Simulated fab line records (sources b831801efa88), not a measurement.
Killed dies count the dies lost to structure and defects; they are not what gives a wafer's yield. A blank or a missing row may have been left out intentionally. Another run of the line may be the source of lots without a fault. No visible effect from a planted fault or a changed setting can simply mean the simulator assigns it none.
A single fault, viewed from 2 desks + flow sky130 + numbers are kept per desk, each desk with only its own; the story behind them comes last

TOOL OWNER'S DESK, rie-metal-01
The tool's own readings at SKY_METAL2_ETCH_18 (etches BARC in N2/H2, stops on SiO2, time 45.9 s, target depth 60 nm): means of the sampled wafers that have a number, for each lot that ran on this tool. Marked OUT: a lot whose mean sits more than 4 standard deviations from the usual mean, which makes it out of limits; the brackets give that distance.
Columns: A = drypump-motor-current-A at SKY_METAL2_ETCH_18, usual 5.9 A; B = oes-product-au at SKY_METAL2_ETCH_18, usual 0.854 a.u.; C = rf-fwd-power-W at SKY_METAL2_ETCH_18, usual 495.1 W; D = throttle-valve-pct at SKY_METAL2_ETCH_18, usual 13.224 %
| lot  | first seen here | A   | B     | C     | D      |
|------|-----------------|-----|-------|-------|--------|
| L683 | day 35 06:58    | 5.2 | 0.851 | 495.7 | 13.225 |
| L697 | day 40 00:38    | 5.6 | 0.854 | 496.4 | 13.220 |
| L698 | day 40 06:15    | 6.0 | 0.855 | 497.3 | 13.221 |
Result from this desk: across the 3 lots, nothing is out of limits.

THE METROLOGY DESK
What the gauges read, lot by lot, whatever tool the lot ran on: means of the sampled wafers that have a number. Marked OUT: a lot whose mean sits more than 4 standard deviations from the usual mean, which makes it out of limits; the brackets give that distance.
Columns: A = CONTACT_W_RS at SKY_CONTACT_RS_MEAS_25, usual 0.337 ohm/sq
| lot  | first seen here | A     |
|------|-----------------|-------|
| L682 | day 31 04:44    | 0.336 |
| L683 | day 31 18:31    | 0.340 |
| L684 | day 31 22:58    | 0.333 |
| L685 | day 32 00:49    | 0.336 |
| L686 | day 32 13:17    | 0.335 |
| L688 | day 33 23:17    | 0.333 |
| L689 | day 34 01:41    | 0.335 |
| L697 | day 36 17:01    | 0.332 |
| L698 | day 36 22:47    | 0.342 |
| L701 | day 37 18:13    | 0.337 |
| L703 | day 37 22:03    | 0.340 |
Result from this desk: across the 11 lots, nothing is out of limits.

BROUGHT TOGETHER
The tool owner's desk saw nothing out of limits.
From the metrology desk's view, nothing was out of limits.

WHAT HAD BEEN PUT IN BY THE SIMULATOR
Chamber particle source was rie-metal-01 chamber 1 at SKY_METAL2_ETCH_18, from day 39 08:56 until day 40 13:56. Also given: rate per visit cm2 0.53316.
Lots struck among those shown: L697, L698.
